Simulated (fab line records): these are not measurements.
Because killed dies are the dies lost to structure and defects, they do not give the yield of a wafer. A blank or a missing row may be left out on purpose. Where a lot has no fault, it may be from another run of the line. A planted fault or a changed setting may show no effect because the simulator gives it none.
fab line records	flow sky130
record lots=4	wafers=12	lastDay=50
route steps=708 shown VIA3@593 METAL4@598 CAP2M@603 PAD_OPEN@708
lots that met no fault: from a run of the same line without faults
startH: hours from the record's opening day to when the first of the lot's shown wafers began	waitH: hours since the lot's step before	" repeats the value in the row above	L1.1+2: a row that stands for several wafers	- either no value or no given start	* or withheld: withheld	< > ~ a bound
route shown NAME@n: a module of which the file shows steps, and the number in the route of the first	usual: average and standard deviation across the fault-free wafers	same: alike in all rows	chamber/n: place in a boat	sites: each site's reading	_std_site: their standard deviation	_edge_site: outer sites' mean less inner sites'	radiusMm: how far each site lies from the wafer's centre	mask NAME#n: copy n	behind: the most recent tool/chamber to have shaped the wafer	hold: what put the lot on hold/how long, in hours/how the hold closed	device: transistor that didn't switch, given as n, p or np	end of line: the route-end tests of the same wafers	a step with no rows: only its recipe	killed: dies lost to structure and defects at the first sort, not the wafer's yield	map: the dies of a wafer, with x for killed, . for not killed, _ for no die there
set.NAME: the run value of the setting; set.NAME@STEP: its run value at that earlier step	model.NAME: the simulator's own value behind a step, which no gauge read
lots at some steps of the route; a table a step, a row a wafer
services: when a tool's chamber went out of use (startH, in hours from the record's first day, below 0 if earlier), for how many hours, and the reason
## steps
# step SKY_VIA3_SPUTTER_20
# recipe material=TiN	targetThkNm=20	chamberPressurePa=5	powerW=4000	timeS=81.96
# step SKY_VIA3_CVD_21
# recipe material=W	targetThkNm=390	timeS=117.31	tempC=400	pressureTorr=40
# step SKY_VIA3_CMP_24
# recipe stopOn=SiO2	tOverpolishS=20	downForcePsi=3.5	platenRpm=60	targetThkNm=0	padVelocityMS=0.94248
# step SKY_METAL4_SPUTTER_00
# recipe material=Ti	targetThkNm=15	powerW=3000	timeS=10	chamberPressurePa=0.4
# step SKY_METAL4_SPUTTER_01
# recipe material=TiN	targetThkNm=20	powerW=6500	timeS=16.7	chamberPressurePa=0.4
# step SKY_METAL4_SPUTTER_02
# recipe material=AlCu	targetThkNm=735	powerW=10600	timeS=39.1	chamberPressurePa=0.4
# step SKY_METAL4_SPUTTER_03
# recipe material=Ti	targetThkNm=5	powerW=3000	timeS=3.3	chamberPressurePa=0.4
# step SKY_METAL4_SPUTTER_04
# recipe material=TiN	targetThkNm=70	powerW=6500	timeS=58.3	chamberPressurePa=0.4
# step SKY_CAP2M_CVD_00
# recipe material=SiO2	targetThkNm=15.5	tempC=400	timeS=withheld	rfW=450
# step SKY_CAP2M_SPUTTER_02
# recipe material=TiN	targetThkNm=200	tempC=300	powerW=6500	timeS=166.7	chamberPressurePa=0.4
# usual chamberPressurePa=0.4000/0.0008	throttleValvePct=29.8/1.3
lot.wafer	tool	chamber	startH	waitH	chamberPressurePa	throttleValvePct	model.TiN_of_CAP2M_SPUTTER_02.thkNm
L509.1	pvdSputter-01	-	986.01	0.1	0.4000	32.0	196.8
L509.2	"	-	"	"	0.4001	29.7	196.8
L509.4	"	-	"	"	0.4001	31.7	198.9
L519.2	pvdSputter-01	-	1054.33	0.0	0.3990	32.2	196.1
L519.4	"	-	"	"	0.3999	31.5	197.2
L519.6	"	-	"	"	0.4000	32.2	195.7
L522.1	pvdSputter-01	-	1070.98	0.1	0.3996	30.1	191.8
L522.5	"	-	"	"	0.3993	31.6	195.4
L522.6	"	-	"	"	0.3991	29.9	192.2
L523.1	pvdSputter-02	-	1076.45	0.1	0.3995	30.1	202
L523.2	"	-	"	"	0.3997	28.6	203.3
L523.6	"	-	"	"	0.3992	30.5	203.8
# step SKY_CAP2M_RS_MEAS_03
# recipe thkMeasGauge=four-point-probe	reads=TiN_of_CAP2M_SPUTTER_02
# usual CAP2M_TIN_RS=6.87/0.076
lot.wafer	tool	chamber	startH	waitH	hold	CAP2M_TIN_RS[ohm/sq]
L509.1	filmMetro-04	-	986.12	0.1	-	7.00
L509.2	"	-	"	"	-	7.01
L509.4	"	-	"	"	-	6.94
L519.2	filmMetro-01	-	1054.46	0.1	awaitDispo/0.2h/release	7.06
L519.4	"	-	"	"	awaitDispo/0.2h/release	7.00
L519.6	"	-	"	"	awaitDispo/0.2h/release	7.08
L519.2	filmMetro-01	-	1054.75	0.3	-	7.05
L519.4	"	-	"	"	-	7.01
L519.6	"	-	"	"	-	7.08
L522.1	filmMetro-01	-	1071.09	0.1	awaitDispo/0.2h/release	7.22
L522.5	"	-	"	"	awaitDispo/0.2h/release	7.07
L522.6	"	-	"	"	awaitDispo/0.2h/release	7.21
L522.1	filmMetro-01	-	1071.38	0.3	-	7.21
L522.5	"	-	"	"	-	7.07
L522.6	"	-	"	"	-	7.19
L523.1	filmMetro-01	-	1076.56	0.1	-	6.85
L523.2	"	-	"	"	-	6.80
L523.6	"	-	"	"	-	6.78
# step SKY_CAP2M_THK_MEAS_04
# recipe thkMeasGauge=xrf	reads=TiN_of_CAP2M_SPUTTER_02
# usual CAP2M_TIN_THK=202.8/2.2
lot.wafer	tool	chamber	startH	waitH	hold	CAP2M_TIN_THK[nm]
L509.1	filmMetro-04	-	986.24	0.1	-	199.0
L509.2	"	-	"	"	-	198.3
L509.4	"	-	"	"	-	201.4
L519.2	filmMetro-01	-	1060.57	5.8	awaitDispo/0.2h/release	198.6
L519.4	"	-	"	"	awaitDispo/0.2h/release	199.1
L519.6	"	-	"	"	awaitDispo/0.2h/release	197.0
L519.2	filmMetro-01	-	1060.85	0.3	-	197.4
L519.4	"	-	"	"	-	198.4
L519.6	"	-	"	"	-	197.4
L522.1	filmMetro-01	-	1074.34	2.9	awaitDispo/0.2h/release	193.5
L522.5	"	-	"	"	awaitDispo/0.2h/release	197.4
L522.6	"	-	"	"	awaitDispo/0.2h/release	192.9
L522.1	filmMetro-01	-	1074.67	0.3	-	192.5
L522.5	"	-	"	"	-	196.8
L522.6	"	-	"	"	-	193.9
L523.1	filmMetro-01	-	1076.68	0.1	-	203.6
L523.2	"	-	"	"	-	204.0
L523.6	"	-	"	"	-	205.9
# step SKY_CAP2M_HMDS_06
# recipe primeTimeS=60	primeTempC=120
# step SKY_CAP2M_COAT_07
# recipe resist=NOVOLAK	spinRpm=3000	resistThkNm=1140
# step SKY_CAP2M_SOFTBAKE_08
# recipe tempC=90	timeS=60	resist=NOVOLAK
# step SKY_CAP2M_EXPOSE_09
# recipe maskId=CAP2M	na=0.6	sourceShape=conventional	sigmaOuter=0.6	polarization=unpolarized	targetCdNm=1000	doseMj=159
# step SKY_CAP2M_PEB_10
# recipe tempC=withheld	timeS=*	resist=NOVOLAK
# step SKY_CAP2M_DEVELOP_11
# recipe resist=NOVOLAK	developer=TMAH	developTimeS=60	devTempC=23.59
# step SKY_CAP2M_METAL_ETCH_13
# recipe targetDepthNm=220	stopOn=SiO2	chemistry=Cl2/BCl3	target=TiN	pressureMtorr=10	icpW=900	biasW=48.5	Cl2_flow_sccm=60	bcl3FlowSccm=30	timeS=62.9
# usual drypumpMotorCurrentA=5.46/0.24	oesProductAu=0.944/0.0077	throttleValvePct=21.901/0.011
lot.wafer	tool	chamber	startH	waitH	drypumpMotorCurrentA	oesProductAu	rfHoursCounterH	throttleValvePct	model.etch.depthNm	model.CAP2M.featureDepthNm
L509.1	rieMetal-01	1	1009.42	0.0	5.24	0.930	9	21.912	196.8	196.8
L509.2	"	1	"	"	5.23	0.939	-	21.904	196.8	196.8
L509.4	"	1	"	"	5.22	0.932	-	21.900	198.9	198.9
L519.2	rieMetal-02	1	1075.02	0.0	5.76	0.926	11	21.921	196.1	196.1
L519.4	"	1	"	"	5.75	0.932	-	21.903	197.2	197.2
L519.6	"	0	"	"	5.70	0.927	-	21.913	195.7	195.7
L522.1	rieMetal-01	1	1092.07	0.0	5.24	0.918	16	21.914	191.8	191.8
L522.5	"	0	"	"	5.18	0.930	-	21.908	195.4	195.4
L522.6	"	1	"	"	5.24	0.914	-	21.918	192.2	192.2
L523.1	rieMetal-02	0	1096.67	0.0	5.71	0.942	17	21.898	202	202
L523.2	"	0	"	"	5.73	0.960	-	21.893	203.3	203.3
L523.6	"	0	"	"	5.71	0.957	-	21.920	203.8	203.8
# step SKY_CAP2M_STRIP_14
# recipe chemistry=O2/N2	powerW=1400	pressureMtorr=1500	platenTempC=withheld	o2FlowSccm=3000	n2FlowSccm=300	overashFraction=0.5
# step SKY_CAP2M_STRIP_15
# recipe chemistry=postEtchResidueRemover	timeS=1200	tempC=72.5
# step SKY_CAP2M_CLEAN_16
# recipe chemistry=IPA	timeS=180	tempC=25
# step SKY_CAP2M_CLEAN_17
# recipe chemistry=O3/DIW	dry=n2Spin
# step SKY_METAL4_DEHYDRATE_05
# recipe tempC=200	timeS=60
# step SKY_METAL4_HMDS_06
# recipe primeTimeS=60	primeTempC=120
# step SKY_METAL4_COAT_07
# recipe resist=BARC	tempC=withheld	timeS=withheld	spinRpm=3000	resistThkNm=60
# step SKY_METAL4_COAT_08
# recipe resist=KrF-thick	spinRpm=3000	resistThkNm=1140
# step SKY_METAL4_SOFTBAKE_09
# recipe tempC=100	timeS=90	resist=KrF-thick
# step SKY_METAL4_EXPOSE_10
# recipe maskId=MM4	na=0.68	sourceShape=annular	sigmaInner=0.4	sigmaOuter=0.8	targetCdNm=300	doseMj=28
# step SKY_METAL4_PEB_11
# recipe pebTempC=withheld	pebTimeS=withheld	resist=KrF-thick
# step SKY_METAL4_DEVELOP_12
# recipe developTimeS=60	resist=KrF-thick	devTempC=21
# step SKY_METAL4_DESCUM_15
# recipe chemistry=O2	sourcePowerW=150	biasPowerW=0	pressureMtorr=10	tempC=40	timeS=8
# step SKY_METAL4_ETCH_16
# recipe chemistry=N2/H2	target=BARC	ionEnergyEv=200	biasW=100	pressureMtorr=30	n2FlowSccm=100	h2FlowSccm=200	icpW=500	stopOn=SiO2	timeS=88.2	targetDepthA=600
# step SKY_METAL4_ETCH_17
# recipe target=SiO2	stopOn=TiN	chemistry=C4F8/O2/Ar	sourceW=1500	biasW=1200	pressureMtorr=40	c4f8FlowSccm=withheld	O2_flow_sccm=6	Ar_flow_sccm=300	timeS=3.9	targetDepthA=150
# step SKY_METAL4_METAL_ETCH_18
# recipe targetDepthA=8450	stopOn=SiO2	overEtchFrac=0.2919	timeS=183.1	chemistry=Cl2/BCl3	resistSidewallDeg=88	pressureMtorr=10	icpW=900	biasW=48.5	Cl2_flow_sccm=60	bcl3FlowSccm=30
# step SKY_METAL4_STRIP_20
# recipe chemistry=postEtchResidueRemover	timeS=1200	tempC=72.5
# usual tempC=72.47/0.13
lot.wafer	tool	chamber	startH	waitH	tempC	model.TiN_of_CAP2M_SPUTTER_02.thkNm
L509.1	wetBench-04	1	1034.05	0.1	72.31	195.9
L509.2	"	1	"	"	72.31	195.9
L509.4	"	1	"	"	72.48	198
L519.2	wetBench-03	3	1097.04	0.1	72.24	195.3
L519.4	"	3	"	"	72.32	196.4
L519.6	"	3	"	"	72.45	194.9
L522.1	wetBench-03	0	1113.70	0.1	72.37	191
L522.5	"	0	"	"	72.47	194.6
L522.6	"	0	"	"	72.46	191.3
L523.1	wetBench-01	3	1117.55	0.1	72.49	201.2
L523.2	"	3	"	"	72.48	202.4
L523.6	"	3	"	"	72.55	203
# step SKY_PAD_OPEN_PROBE_99
# usual defectLimitedYield=82.2/1.9	killed_at_M0_to_M3=43/6.3	killed_at_M4_up=3.3/1.7	killedAtContacts=24/5.4	killedAtFrontEnd=16/4.6	killedAtOther=0.4/0.7	killedDies=87/9.4	killedOpen=47/6.9	killedShort=39/6.1	sort_bin_3_pad_short=0.9/0.45	sort_bin_5_function=10.6/1.5	sort_bin_6_memory=6.3/1.2	sortNPass=405/9.4	sortYieldPct=82.2/1.9
# same grossDies=492	killedAtBackSide=0	sort_bin_4_leakage[%]=0	sort_bin_8_speed[%]=0
lot.wafer	tool	chamber	startH	waitH	defectLimitedYield[%]	killed_at_M0_to_M3	killed_at_M4_up	killedAtContacts	killedAtFrontEnd	killedAtOther	killedDies	killedOpen	killedShort	sort_bin_3_pad_short[%]	sort_bin_5_function[%]	sort_bin_6_memory[%]	sortNPass	sortYieldPct[%]	model.etest.capMim2.plateOhmSq
L509.1	prober-02	-	1123.95	0.1	81.9	49	5	20	15	0	89	43	45	1.6	11.2	5.3	403	81.9	6.171
L509.2	prober-02	-	1124.00	0.1	82.3	42	6	21	18	0	87	47	38	1.8	10.6	5.3	405	82.3	6.05
L509.4	prober-02	-	1124.10	0.2	82.1	39	3	25	20	1	88	59	29	0.2	10.6	7.1	404	82.1	6.032
L519.2	prober-01	-	1176.37	0.1	84.3	36	4	25	12	0	77	50	27	0.2	10.4	5.1	415	84.3	6.046
L519.4	prober-01	-	1176.47	0.2	81.3	49	4	26	13	0	92	60	32	0.8	11.0	6.9	400	81.3	6.074
L519.6	prober-01	-	1176.57	0.2	83.9	38	2	25	14	0	79	45	34	0.6	10.6	4.9	413	83.9	6.161
L522.1	prober-02	-	1191.69	0.1	83.1	47	2	21	11	2	83	44	39	1.0	9.6	6.3	409	83.1	6.311
L522.5	prober-02	-	1191.89	0.2	80.9	42	2	34	16	0	94	52	42	0.8	10.0	8.3	398	80.9	6.091
L522.6	prober-02	-	1191.94	0.2	85.4	37	4	19	12	0	72	35	37	1.0	8.9	4.7	420	85.4	6.223
L523.1	prober-01	-	1192.68	0.1	79.7	45	5	25	25	0	100	60	40	0.6	12.2	7.5	392	79.7	5.843
L523.2	prober-01	-	1192.73	0.1	83.1	43	2	24	14	0	83	37	46	0.6	8.1	8.1	409	83.1	5.856
L523.6	prober-01	-	1192.93	0.2	84.3	43	2	18	14	0	77	41	36	0.6	10.8	4.3	415	84.3	5.844
# killed by level:class
L509.1 VIA1:geometricParticle:open=12 METAL1:geometricParticle:short=8 CONTACT:geometricParticle:open=7 VIA3:geometricParticle:open=7 VIA1:geometricParticle:short=6 LI_CONTACT:geometricParticle:open=5 METAL2:geometricParticle:short=5 FIELD_ISO:geometricParticle:open=4
L509.2 VIA2:geometricParticle:open=11 CONTACT:geometricParticle:open=9 VIA1:geometricParticle:short=7 VIA1:geometricParticle:open=7 FIELD_ISO:geometricParticle:open=6 METAL1:geometricParticle:short=6 FIELD_ISO:geometricParticle:short=5 LI_CONTACT:geometricParticle:open=5
L509.4 LI_CONTACT:geometricParticle:open=10 CONTACT:geometricParticle:open=9 VIA3:geometricParticle:open=9 VIA1:geometricParticle:open=9 VIA2:geometricParticle:open=8 FIELD_ISO:geometricParticle:open=6 FIELD_ISO:geometricParticle:short=5 CONTACT:geometricParticle:short=4
L519.2 VIA2:geometricParticle:open=10 VIA1:geometricParticle:open=9 CONTACT:geometricParticle:open=8 LI_CONTACT:geometricParticle:open=7 FIELD_ISO:geometricParticle:short=5 LOCAL_INTERCONNECT:geometricParticle:short=4 CONTACT:geometricParticle:short=4 VIA3:geometricParticle:open=4
L519.4 VIA3:geometricParticle:open=15 VIA1:geometricParticle:open=10 LI_CONTACT:geometricParticle:open=8 CONTACT:geometricParticle:open=8 VIA2:geometricParticle:short=6 VIA2:geometricParticle:open=6 LOCAL_INTERCONNECT:geometricParticle:short=5 FIELD_ISO:geometricParticle:open=4
L519.6 VIA1:geometricParticle:open=12 CONTACT:geometricParticle:open=10 CONTACT:geometricParticle:short=7 LI_CONTACT:geometricParticle:open=6 FIELD_ISO:geometricParticle:short=5 METAL1:geometricParticle:short=5 VIA3:geometricParticle:open=5 FIELD_ISO:geometricParticle:open=4
L522.1 VIA1:geometricParticle:open=11 VIA2:geometricParticle:open=8 LI_CONTACT:geometricParticle:open=7 LOCAL_INTERCONNECT:geometricParticle:short=5 CONTACT:geometricParticle:open=5 METAL2:geometricParticle:short=4 METAL1:geometricParticle:short=4 METAL3:geometricParticle:short=4
L522.5 CONTACT:geometricParticle:open=14 VIA1:geometricParticle:open=8 VIA3:geometricParticle:open=7 LOCAL_INTERCONNECT:geometricParticle:short=7 VIA2:geometricParticle:open=6 METAL1:geometricParticle:short=5 LI_CONTACT:geometricParticle:short=5 LI_CONTACT:geometricParticle:open=5
L522.6 CONTACT:geometricParticle:open=7 METAL3:geometricParticle:short=5 CONTACT:geometricParticle:short=4 POLY_GATE:geometricParticle:open=4 METAL4:geometricParticle:short=4 LI_CONTACT:geometricParticle:open=4 VIA1:geometricParticle:short=4 VIA3:geometricParticle:open=4
L523.1 POLY_GATE:geometricParticle:open=10 CONTACT:geometricParticle:open=10 VIA1:geometricParticle:open=10 LI_CONTACT:geometricParticle:open=8 POLY_GATE:geometricParticle:short=8 VIA2:geometricParticle:open=8 VIA1:geometricParticle:short=7 VIA3:geometricParticle:open=7
L523.2 CONTACT:geometricParticle:open=9 METAL1:geometricParticle:short=8 VIA1:geometricParticle:open=8 LOCAL_INTERCONNECT:geometricParticle:short=7 METAL2:geometricParticle:short=7 VIA3:geometricParticle:short=6 VIA2:geometricParticle:open=5 FIELD_ISO:geometricParticle:open=3
L523.6 CONTACT:geometricParticle:open=8 VIA1:geometricParticle:open=8 POLY_GATE:geometricParticle:open=6 METAL2:geometricParticle:short=6 VIA2:geometricParticle:open=5 VIA1:geometricParticle:short=4 VIA2:geometricParticle:short=4 METAL3:geometricParticle:short=4
## services
tool	chamber	startH	hours	kind
pvdSputter-01	3	969.04	-	consumableReplace:kit
pvdSputter-01	3	969.04	18.0	scheduledDown
pvdSputter-01	3	969.04	18.0	ventCycle
rieMetal-01	0	1003.45	23.9	repair
pvdSputter-01	-	1003.49	7.4	repair
pvdSputter-01	-	1011.39	7.3	repair
pvdSputter-02	1	1016.15	-	consumableReplace:kit
pvdSputter-02	1	1016.15	18.0	scheduledDown
pvdSputter-02	1	1016.15	18.0	ventCycle
rieMetal-01	-	1026.39	2.8	pm
pvdSputter-02	-	1043.98	5.8	repair
pvdSputter-01	2	1071.09	-	consumableReplace:kit
pvdSputter-01	2	1071.09	18.0	scheduledDown
pvdSputter-01	2	1071.09	18.0	ventCycle
pvdSputter-02	-	1073.47	2.4	repair
rieMetal-02	0	1078.69	11.9	repair
pvdSputter-02	-	1079.52	3.3	repair
pvdSputter-02	-	1083.30	1.7	repair
rieMetal-02	1	1094.67	2.1	repair
rieMetal-01	-	1105.21	14.6	pm
## key
firstSign step=SKY_CAP2M_RS_MEAS_03	reading=visit	direction=added
effect step=SKY_CAP2M_RS_MEAS_03	reading=CAP2M_TIN_RS	direction=up	sigmas=3.1	usual=6.87	struck=7.11
effect step=SKY_CAP2M_THK_MEAS_04	reading=visit	direction=added
effect step=SKY_CAP2M_METAL_ETCH_13	reading=oesProductAu	direction=down	sigmas=2.5	usual=0.944	struck=0.924
modelEffect step=SKY_CAP2M_SPUTTER_02	value=TiN_of_CAP2M_SPUTTER_02.thkNm	without=201	struck=194.7
modelEffect step=SKY_CAP2M_METAL_ETCH_13	value=etch.depthNm	without=201	struck=194.7
modelEffect step=SKY_METAL4_STRIP_20	value=TiN_of_CAP2M_SPUTTER_02.thkNm	without=200.2	struck=193.9
modelEffect step=SKY_PAD_OPEN_PROBE_99	value=etest.capMim2.plateOhmSq	without=5.959	struck=6.151
metAt SKY_CAP2M_SPUTTER_02
struckWafers L519.2,L519.4,L519.6,L522.1,L522.5,L522.6
onsetBetween 986.01 1054.33
fault kind=processParameterDrift	tool=pvdSputter-01	chamber=-	onsetH=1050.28	steps=SKY_CAP2M_SPUTTER_02	channel=timeS	offset=*	shape=step	endH=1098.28	actsIn=*	stated=*
